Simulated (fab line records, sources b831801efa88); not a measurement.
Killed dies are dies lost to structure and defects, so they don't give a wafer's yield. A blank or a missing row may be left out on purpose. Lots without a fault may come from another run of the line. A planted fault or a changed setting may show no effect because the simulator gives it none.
A struck lot beside a sound one | flow gf180mcu | 15 steps out of a route of 602
Sound: wafers L934.1, L934.3, L934.5. Struck: wafers L937.3, L937.4, L937.6. The cause comes at the end.
At each step with rows: each side's tool, then ch and its chambers, then its first start. Under that, the readings that differ: sound wafers | struck wafers | difference of the means | sigmas: that difference in standard deviations of wafers without a fault.
alike: readings whose means differ by less than 2 such deviations, and words and numbers that are the same on both sides. not compared: withheld readings, readings that some wafer has no value for, bounds like >300 that may hide the same value, and numbers for which the record gives no deviation and whose values overlap.
The two part at a step that has a row with sigmas, a row that says differs or no value, or rows on one side only. Numbers that don't overlap but have no deviation are shown without sigmas and don't part them. A reading that every wafer of one side lacks parts them only if that side has two wafers or more.

first, 1 step without rows for these wafers: GF_HV_LDD_IMPLANT_09.
GF_HV_LDD_STRIP_10: strips in O2/N2.
  sound on plasma_asher-03 ch 0, day 13 14:14; struck on plasma_asher-01 ch 0,1, day 14 12:42
  alike: drypump_motor_current_A, heater_power_w, oes_product_au, strip_time_to_endpoint_s
  not compared: rf_hours_counter_h
GF_HV_LDD_TW_MEAS_11:
  sound on film_metro-03, day 13 14:20; struck on film_metro-02, day 14 12:47
  alike: HV_LDD_TW
then, 7 steps without rows for these wafers: GF_HV_LDD_DEHYDRATE_12 (time 60 s); GF_HV_LDD_HMDS_13 (prime time 60 s); GF_HV_LDD_COAT_14 (resist thk 1000 nm); GF_HV_LDD_SOFTBAKE_15 (time 60 s); GF_HV_LDD_EXPOSE_16 (exposes mask Pplus LV AREA, target cd 400 nm); GF_HV_LDD_PEB_17; GF_HV_LDD_DEVELOP_18 (develop time 60 s).
GF_HV_LDD_CD_MEAS_19: target cd 400 nm.
  sound on cd_sem-02, day 14 10:40; struck on cd_sem-02, day 15 09:41
  alike: cd_nm
GF_HV_LDD_OVL_MEAS_20:
  sound on overlay-01, day 14 10:47; struck on overlay-01, day 15 09:46
  alike: HV_LDD_01_OVL
GF_HV_LDD_IMPLANT_21:
  sound on implanter-01 ch 0, day 14 10:50; struck on implanter-01 ch 0, day 15 09:50
  reading            | sound             | struck            | difference | sigmas
  tilt_deg (degrees) | 6.997 6.966 6.977 | 6.415 6.434 6.403 | -0.563     | -28
  alike: beam_energy_keV
GF_HV_LDD_STRIP_22: strips in O2/N2.
  sound on plasma_asher-02 ch 1, day 14 10:59; struck on plasma_asher-02 ch 0,1, day 15 09:59
  alike: drypump_motor_current_A, heater_power_w, oes_product_au, strip_time_to_endpoint_s
  not compared: rf_hours_counter_h
-- the record jumps here: 18 days lie between the struck wafers' starts before and after (it left off in module HV_LDD and takes up again in module PASSIVATION, whose first step shown is number 602 of the route) --
GF_PASSIVATION_PROBE_99:
  the record has rows for the struck wafers here (prober-02, day 33 06:07) and none for the sound ones

WHERE THEY PART
First at GF_HV_LDD_IMPLANT_21; last, within this record, at GF_PASSIVATION_PROBE_99.

WHY: what the simulator had put in
Process parameter drift: implanter-01, from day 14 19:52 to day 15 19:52, at GF_HV_LDD_IMPLANT_21. Setting tilt_deg, moved by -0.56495, from 7. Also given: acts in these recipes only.
